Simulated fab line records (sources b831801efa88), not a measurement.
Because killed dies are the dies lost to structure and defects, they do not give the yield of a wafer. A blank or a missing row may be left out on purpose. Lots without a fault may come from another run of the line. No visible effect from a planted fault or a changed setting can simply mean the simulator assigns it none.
The tool behind it: which one? + flow sky130 + 6 lots, 18 wafers sampled, at 4 steps of a route of 708

## WHAT THE GAUGES READ, wafer by wafer
SKY_PAD_OPEN_BOW_MEAS_13.
| lot  | measured     | on            | PAD_OPEN_BOW (um) |
|------|--------------|---------------|-------------------|
| L600 | day 45 21:35 | film-metro-03 | 48 55 55          |
| L605 | day 47 07:21 | film-metro-03 | 47 53 59          |
| L613 | day 49 05:42 | film-metro-04 | 53 49 47          |
| L615 | day 49 14:32 | film-metro-04 | 44 42 49          |
| L617 | day 50 01:40 | film-metro-03 | 37 35 29          |
| L621 | day 50 15:03 | film-metro-03 | 32 41 44          |

## WHICH TOOL RAN EACH LOT (tool, then ch and the chambers of the sampled wafers, then the start)
| lot  | SKY_FIELD_ISO_WET_ETCH_30      | SKY_VIA4_ETCH_12                   | SKY_METAL5_DESCUM_14              |
|------|--------------------------------|------------------------------------|-----------------------------------|
| L600 | wet-bench-03 ch 2, day 2 15:39 | rie-diel-03 ch 0,1,2, day 42 21:29 | rie-metal-04 ch 0,1, day 43 21:29 |
| L605 | wet-bench-04 ch 2, day 3 16:35 | rie-diel-01 ch 1,3, day 44 11:51   | rie-metal-01 ch 0, day 45 10:56   |
| L613 | wet-bench-04 ch 3, day 5 13:29 | rie-diel-03 ch 1,3, day 46 14:08   | rie-metal-04 ch 0,1, day 47 11:58 |
| L615 | wet-bench-01 ch 3, day 5 23:55 | rie-diel-02 ch 0,1,2, day 47 02:12 | rie-metal-03 ch 0,1, day 47 23:10 |
| L617 | wet-bench-01 ch 0, day 6 09:18 | rie-diel-02 ch 1,3, day 47 14:57   | rie-metal-04 ch 0, day 48 11:52   |
| L621 | wet-bench-01 ch 2, day 7 06:05 | rie-diel-02 ch 1,2, day 48 06:51   | rie-metal-01 ch 0,1, day 49 02:58 |
- SKY_FIELD_ISO_WET_ETCH_30: etches SiO2 in dHF, target depth 25 nm, time 50 s.
- SKY_VIA4_ETCH_12: etches SiO2 in C4F8/O2/Ar, stops on TiN, target depth 580 nm.
- SKY_METAL5_DESCUM_14: chemistry O2, time 11 s.

## THE ANSWER, worked out from the rows above alone
Rule: usual is defined by the lots themselves. The widest of any qualifying gaps counts: lots, ordered by their means at a reading, are off when they make up no more than a third of the lots, leave a main group of 4 or more, and stand apart from it by 3 or more times the standard deviation of that group's means. Not used: any main group whose means are identical at the precision the tables above print for the reading. A lot without any number at a reading at which 4 lots or more have one is off too. All remaining lots with rows at the step are treated as sound.
Across all readings shown, no lot is off: no conclusion can be drawn from this.

## WHAT THE SIMULATOR HAD PUT IN
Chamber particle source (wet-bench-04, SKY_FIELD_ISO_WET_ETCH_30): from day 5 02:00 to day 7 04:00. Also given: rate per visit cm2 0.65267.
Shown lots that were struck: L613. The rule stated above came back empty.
